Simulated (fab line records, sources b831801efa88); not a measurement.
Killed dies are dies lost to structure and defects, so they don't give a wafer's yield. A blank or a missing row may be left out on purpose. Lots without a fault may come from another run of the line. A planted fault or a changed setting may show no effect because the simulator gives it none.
Which tool did it? | flow sky130 | 14 lots, 42 wafers sampled, at 1 step of a route of 708

WHAT THE GAUGES READ, wafer by wafer
SKY_SD_N_RS_MEAS_18: measures by four-point-probe. Usual: RES_XHIGH_RS 333.2 ohm/sq, standard deviation 1.1.
lot  | measured     | on            | RES_XHIGH_RS (ohm/sq) | flag
L915 | day 28 06:17 | film_metro-04 | 334.6 333.3 333.6     |
L919 | day 29 08:46 | film_metro-04 | 331.0 332.1 331.1     |
L920 | day 29 12:54 | film_metro-03 | 331.9 331.3 330.8     |
L921 | day 30 12:52 | film_metro-02 | 331.9 332.8 332.4     |
L923 | day 30 13:30 | film_metro-04 | 331.5 333.5 332.9     |
L926 | day 31 14:20 | film_metro-04 | 333.2 332.9 333.3     |
L927 | day 31 19:04 | film_metro-04 | 334.3 334.7 335.0     |
L929 | day 32 15:04 | film_metro-02 | 334.6 334.1 333.7     |
L930 | day 32 22:19 | film_metro-04 | 332.0 334.3 334.5     |
L931 | day 33 11:59 | film_metro-04 | 332.0 332.7 332.4     |
L932 | day 33 15:19 | film_metro-03 | 334.8 334.6 334.9     |
L935 | day 34 17:11 | film_metro-02 | 331.7 332.2 332.6     |
L937 | day 34 23:37 | film_metro-03 | 332.9 335.5 332.5     |
L938 | day 35 19:49 | film_metro-04 | 332.8 333.6 333.1     |

WHICH TOOL RAN EACH LOT (tool, then ch and the chambers of the sampled wafers, then the start)
The record holds no process step before these readings.

WHAT THE TOOLS THEMSELVES READ (means of the sampled wafers that have a number; where no wafer has one, the mark that the record gives instead)
The record holds no such reading with a usual standard deviation.

THE ANSWER, worked out from the rows above alone
Rule: a lot is off if the mean of its wafers that have a number lies more than 3 standard deviations from the usual mean. A lot without any number at a reading at which 4 lots or more have one is off too. The other lots that the step has rows for count as sound. The gauges are gone through in route order, then the tools' own readings, and for those a lot's mean is taken as printed above. The first step at which some lot is off is used, and at that step the reading that is off furthest; a lot without a number counts as furthest.
No lot is off at any reading shown: from this, nothing can be told.

WHAT THE SIMULATOR HAD PUT IN
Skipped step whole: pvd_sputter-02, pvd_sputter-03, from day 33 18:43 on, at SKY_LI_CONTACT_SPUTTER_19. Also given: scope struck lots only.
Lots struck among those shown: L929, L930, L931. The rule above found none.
